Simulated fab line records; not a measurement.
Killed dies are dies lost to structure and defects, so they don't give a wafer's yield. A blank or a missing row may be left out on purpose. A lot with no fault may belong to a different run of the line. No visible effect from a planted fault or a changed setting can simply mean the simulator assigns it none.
Matching of chambers | flow sky130 | SKY_VIA3_ETCH_15 on rieDiel-02: 4 sister chambers
The step etches SiO2 in C4F8/O2/Ar, stops on TiN, target depth 507 nm, time 78 s. 4 wafers are shown with their chamber, then 10 later ones without.

== WAFERS, EACH WITH ITS CHAMBER ==
wafer  | chamber | oesProductAu (a.u.)
L086.3 | 2       | 0.952
L086.4 | 0       | 0.944
L089.2 | 3       | 0.948
L089.3 | 1       | 0.951

== WAFERS WITHOUT THEIR CHAMBER ==
wafer  | oesProductAu (a.u.)
L089.5 | 0.944
L088.1 | 0.944
L088.4 | 0.942
L088.5 | 0.945
L095.1 | 0.945
L095.4 | 0.954
L095.5 | 0.953
L096.1 | 0.948
L096.2 | 0.951
L096.3 | 0.947

== CHAMBER TAKEN BY EACH ==
wafer  | from the rows above     | in truth
L089.5 | 0                       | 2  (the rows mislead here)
L088.1 | 0                       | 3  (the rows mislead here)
L088.4 | 0                       | 0
L088.5 | can't be placed: 0 or 3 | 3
L095.1 | can't be placed: 0 or 3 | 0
L095.4 | can't be placed: 2 or 1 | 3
L095.5 | can't be placed: 2 or 1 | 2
L096.1 | 3                       | 3
L096.2 | can't be placed: 1 or 2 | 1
L096.3 | can't be placed: 3 or 0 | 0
Correct placement for 2 of the 10. These rows do not allow placing 6 (true chamber among the candidates in 5). Wrongly placed: 2.
How it was worked out, from the rows above alone: a wafer's distance from a chamber is the root of the sum, over the readings, of the square of ((its reading less the chamber's mean) divided by the reading's scatter). The wafer belongs to the nearest chamber; if the next one is less than 2 further off, it can't be placed. A chamber's mean is the mean of its shown wafers. The scatter (one wafer shown for each chamber): square how far every hidden wafer sits from the nearest shown wafer, average those squares and take the square root.
